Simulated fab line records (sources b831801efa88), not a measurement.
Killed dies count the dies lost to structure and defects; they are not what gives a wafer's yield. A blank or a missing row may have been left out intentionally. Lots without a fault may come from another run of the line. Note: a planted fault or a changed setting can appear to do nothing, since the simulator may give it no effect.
2 desks looking at one fault || flow sky130 || every desk sees just its own numbers, and what lay behind them comes last

FROM THE METROLOGY DESK
Means of the sampled wafers that have a number, per lot and without regard to the tool the lot ran on: this is what the gauges read. Any lot whose mean is over 4 standard deviations away from the usual mean is out of limits and marked OUT; that distance is given in the brackets.
Columns: A = VT_ADJUST_LVTN_OVL at SKY_VT_ADJUST_LVTN_OVL_MEAS_07, usual 0.0 nm
{"lot": "L277", "first seen here": "day 6 20:46", "A": 1.3}
{"lot": "L278", "first seen here": "day 7 02:05", "A": 0.6}
{"lot": "L279", "first seen here": "day 7 12:07", "A": -1.1}
{"lot": "L280", "first seen here": "day 7 20:04", "A": 0.3}
{"lot": "L281", "first seen here": "day 8 00:02", "A": -0.8}
{"lot": "L282", "first seen here": "day 8 02:13", "A": -2.5}
{"lot": "L284", "first seen here": "day 8 18:16", "A": -0.1}
{"lot": "L285", "first seen here": "day 8 23:16", "A": 0.6}
{"lot": "L290", "first seen here": "day 10 12:16", "A": 0.1}
{"lot": "L291", "first seen here": "day 10 19:46", "A": -0.2}
{"lot": "L297", "first seen here": "day 12 12:26", "A": -0.1}
{"lot": "L299", "first seen here": "day 13 00:52", "A": 0.7}
Result from this desk: across the 12 lots, nothing is out of limits.

AT THE TOOL OWNER'S DESK: cmp-01
The tool's own readings at SKY_FIELD_ISO_CMP_27 (polishes, stops on Si3N4, t overpolish 16 s, target thk 457.8 nm): means of the sampled wafers that have a number, for each lot that ran on this tool. Any lot whose mean is over 4 standard deviations away from the usual mean is out of limits and marked OUT; that distance is given in the brackets.
Columns: A = motorCurrentA at SKY_FIELD_ISO_CMP_27, usual 12.0 A; B = overpolishRunS at SKY_FIELD_ISO_CMP_27, usual 16.001 s; C = timeToEndpointS at SKY_FIELD_ISO_CMP_27, usual 110 s
{"lot": "L277", "first seen here": "day 2 10:11", "A": 12.4, "B": 16.013, "C": 110}
{"lot": "L278", "first seen here": "day 2 14:30", "A": 12.5, "B": 16.002, "C": 115}
{"lot": "L280", "first seen here": "day 3 03:13", "A": 13.1, "B": 15.997, "C": 112}
{"lot": "L282", "first seen here": "day 3 10:33", "A": 12.5, "B": 15.991, "C": 111}
{"lot": "L284", "first seen here": "day 3 22:12", "A": 13.1, "B": 16.006, "C": 115}
{"lot": "L285", "first seen here": "day 4 02:40", "A": 13.2, "B": 16.014, "C": 108}
{"lot": "L290", "first seen here": "day 5 06:07", "A": 12.6, "B": 16.005, "C": "146 (+9.2) OUT"}
Finding of this desk: L290 out of limits; the first was L290 at day 5 06:07, on timeToEndpointS at SKY_FIELD_ISO_CMP_27. Within limits: L277, L278, L280, L282, L284, L285.

TAKEN TOGETHER
On L290, at day 5 06:07, an alarm was possible from the tool owner's desk.
From the metrology desk's view, nothing was out of limits.
The metrology desk holds a record of L290, inside its limits.
On cmp-01, each named lot ran SKY_FIELD_ISO_CMP_27.

WHAT THE SIMULATOR HAD PUT IN
cmp-01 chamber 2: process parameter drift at SKY_FIELD_ISO_CMP_27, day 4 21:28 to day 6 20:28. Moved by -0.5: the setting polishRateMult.
Shown lots that were struck: L290.
Time in hours from fault onset to the first out-of-limits reading at each desk: the tool owner's desk, 9.
